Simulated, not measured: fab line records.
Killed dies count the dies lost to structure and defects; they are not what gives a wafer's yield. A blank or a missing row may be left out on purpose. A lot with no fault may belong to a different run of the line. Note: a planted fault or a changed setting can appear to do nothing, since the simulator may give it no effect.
Which tool did it?    flow sky130    34 wafers from 12 lots sampled at 7 of the route's 708 steps

WHAT THE GAUGES SHOWED, per wafer
SKY_LDD_HVN_OVL_MEAS_07.
lot   measured      on          LDD_HVN_OVL (nm)
L760  day 21 20:00  overlay-01  -0.3 -2.2 -1.4
L763  day 22 23:58  overlay-02  -3.2 -2.4 -1.8
L765  day 23 08:03  overlay-02  -1.0 0.5 0.4
L766  day 24 03:57  overlay-01  -1.7 -0.5
L768  day 24 20:57  overlay-01  1.0 0.1
L775  day 26 03:25  overlay-01  -0.9 -1.0 -1.3
L776  day 26 12:36  overlay-01  0.9 -1.8 -0.2
L777  day 27 03:52  overlay-01  -0.2 -0.5 0.1
L779  day 27 06:44  overlay-02  1.3 -0.5 -0.7
L781  day 28 02:02  overlay-02  0.0 1.3 0.4
L782  day 28 06:17  overlay-01  -0.6 -2.9 -1.1
L783  day 28 10:51  overlay-01  -1.0 -0.2 -0.6

SKY_SPACER_THK_MEAS_01.
lot   measured      on            SPACER_CVD_00_THK (nm)
L760  day 24 11:35  filmMetro-02  43.1 43.1 43.1
L763  day 25 13:41  filmMetro-02  42.9 43.5 42.9
L765  day 25 20:15  filmMetro-04  43.9 43.5 43.9
L766  day 26 17:13  filmMetro-02  43.5 43.4
L768  day 27 10:17  filmMetro-03  43.2 43.2
L775  day 28 18:23  filmMetro-02  42.6 42.7 42.4
L776  day 28 23:17  filmMetro-02  42.7 42.5 42.2
L777  day 29 12:31  filmMetro-02  43.1 43.0 43.1
L779  day 29 16:07  filmMetro-02  42.9 42.9 42.5
L781  day 30 13:09  filmMetro-02  42.6 42.4 42.7
L782  day 30 20:56  filmMetro-04  42.8 42.7 42.9
L783  day 31 00:47  filmMetro-03  42.7 42.8 43.1

SKY_SD_P_TW_MEAS_11.
lot   measured      on            SD_P_TW
L760  day 26 21:39  filmMetro-02  2833 2812 2815
L763  day 28 00:31  filmMetro-03  2836 2815 2806
L765  day 28 05:24  filmMetro-01  2839 2819 2826
L766  day 29 01:13  filmMetro-02  2715 2817
L768  day 29 17:31  filmMetro-03  2703 2731
L775  day 31 02:11  filmMetro-02  2814 2828 2821
L776  day 31 08:10  filmMetro-01  2802 2800 2827
L777  day 31 19:58  filmMetro-01  2830 2835 2835
L779  day 32 00:33  filmMetro-02  2834 2839 2840
L781  day 32 21:49  filmMetro-02  2851 2825 2826
L782  day 33 02:22  filmMetro-03  2817 2817 2829
L783  day 33 06:24  filmMetro-03  2812 2833 2822

SKY_SD_N_OVL_MEAS_08.
lot   measured      on          SD_N_OVL (nm)
L760  day 29 04:25  overlay-01  0.3 0.4 0.4
L763  day 30 07:11  overlay-02  -1.6 -1.4 -1.8
L765  day 30 10:28  overlay-01  -1.2 -1.5 -0.5
L766  day 31 09:31  overlay-02  -1.1 1.6
L768  day 32 00:17  overlay-01  -0.2 0.0
L775  day 33 08:11  overlay-02  -1.2 1.2 1.0
L776  day 33 13:44  overlay-01  -0.2 -0.8 -1.6
L777  day 34 00:14  overlay-02  -0.2 -0.5 0.6
L779  day 34 03:31  overlay-02  -1.7 -0.9 -0.4
L781  day 35 01:49  overlay-02  -2.0 -1.1 -0.7
L782  day 35 06:58  overlay-02  -0.6 -0.3 1.8
L783  day 35 09:37  overlay-02  -1.6 0.5 0.9

SKY_SD_N_RS_MEAS_17: uses a four-point probe to measure.
lot   measured      on            SD_P_RS (ohm/sq)
L760  day 29 05:15  filmMetro-02  146.8 147.0 147.1
L763  day 30 08:02  filmMetro-03  146.6 146.7 147.4
L765  day 30 11:19  filmMetro-02  146.8 147.4 147.3
L766  day 31 10:22  filmMetro-01  149.6 146.1
L768  day 32 01:11  filmMetro-02  150.4 149.7
L775  day 33 09:03  filmMetro-01  146.7 146.7 146.7
L776  day 33 14:35  filmMetro-01  147.5 147.2 147.2
L777  day 34 01:09  filmMetro-02  146.7 146.8 146.8
L779  day 34 04:22  filmMetro-03  146.9 146.9 146.2
L781  day 35 02:49  filmMetro-01  146.6 146.5 146.8
L782  day 35 07:49  filmMetro-03  147.0 147.1 146.5
L783  day 35 10:28  filmMetro-02  146.2 146.7 146.4

WHICH TOOL RAN EACH LOT (tool, then ch and the chambers of the sampled wafers, then the start)
lot   SKY_SD_P_IMPLANT_09              SKY_SD_P_STRIP_10
L760  implanter-02 ch 0, day 26 21:24  plasmaAsher-04 ch 0,1, day 26 21:33
L763  implanter-04 ch 0, day 28 00:17  plasmaAsher-01 ch 0,1, day 28 00:25
L765  implanter-04 ch 0, day 28 05:09  plasmaAsher-03 ch 0,1, day 28 05:18
L766  implanter-04 ch 0, day 29 00:59  plasmaAsher-03 ch 0,1, day 29 01:06
L768  implanter-04 ch 0, day 29 17:17  plasmaAsher-03 ch 0, day 29 17:24
L775  implanter-03 ch 0, day 31 01:58  plasmaAsher-03 ch 0,1, day 31 02:05
L776  implanter-03 ch 0, day 31 07:56  plasmaAsher-03 ch 1, day 31 08:03
L777  implanter-02 ch 0, day 31 19:44  plasmaAsher-01 ch 0,1, day 31 19:53
L779  implanter-02 ch 0, day 32 00:18  plasmaAsher-01 ch 0,1, day 32 00:27
L781  implanter-03 ch 0, day 32 21:34  plasmaAsher-03 ch 0,1, day 32 21:43
L782  implanter-02 ch 0, day 33 02:07  plasmaAsher-01 ch 0,1, day 33 02:16
L783  implanter-04 ch 0, day 33 06:09  plasmaAsher-04 ch 0,1, day 33 06:18
- SKY_SD_P_IMPLANT_09
- SKY_SD_P_STRIP_10: strips in O2/N2.

AS READ BY THE TOOLS THEMSELVES (means over the sampled wafers that have a number; for cases with no such wafer, the mark the record gives instead)
SKY_SD_P_STRIP_10.
lot   tool            drypumpMotorCurrentA (A)  oesProductAu (a.u.)  stripTimeToEndpointS (s)
L760  plasmaAsher-04  5.7                       0.617                17.47
L763  plasmaAsher-01  5.9                       0.618                17.49
L765  plasmaAsher-03  6.0                       0.616                17.53
L766  plasmaAsher-03  5.9                       0.621                17.25
L768  plasmaAsher-03  6.2                       0.629                17.08
L775  plasmaAsher-03  5.8                       0.613                17.56
L776  plasmaAsher-03  5.6                       0.619                17.52
L777  plasmaAsher-01  5.9                       0.617                17.54
L779  plasmaAsher-01  5.9                       0.617                17.45
L781  plasmaAsher-03  6.0                       0.610                17.47
L782  plasmaAsher-01  5.6                       0.614                17.51
L783  plasmaAsher-04  5.7                       0.614                17.53

THE ANSWER, worked out from the rows above alone
Rule: usual is defined by the lots themselves. Put in order of their means at a reading, lots are off if they are a third of the lots or fewer, leave a main group of 4 or more, and stand apart from it by a gap of 3 or more times the standard deviation of the main group's means; of several such gaps the widest counts. A main group is skipped when, at the precision printed for the reading in the tables above, its means are all equal. Also off: a lot with no number at a reading for which 4 or more lots have one. The other lots that the step has rows for count as sound. First the gauges in route order, then the tools' own readings, where a lot's mean is used as printed above. At the first step where some lot is off, the reading lying furthest off is the one used; lots without a number count as furthest.
Off: at SKY_SD_P_TW_MEAS_11 (SD_P_TW), L766, L768. Main group: mean 2825, sd 8.1.
If a tool, at a process step before that reading, ran all the lots that are off and no sound lot after the first of them, it fits. The gauges at SKY_SD_P_TW_MEAS_11 aren't tried: what is off there is off at SKY_SD_P_STRIP_10 too, on other tools, and a gauge's error can't cause that. Of those tried, none fits.

WHAT THE SIMULATOR HAD PUT IN
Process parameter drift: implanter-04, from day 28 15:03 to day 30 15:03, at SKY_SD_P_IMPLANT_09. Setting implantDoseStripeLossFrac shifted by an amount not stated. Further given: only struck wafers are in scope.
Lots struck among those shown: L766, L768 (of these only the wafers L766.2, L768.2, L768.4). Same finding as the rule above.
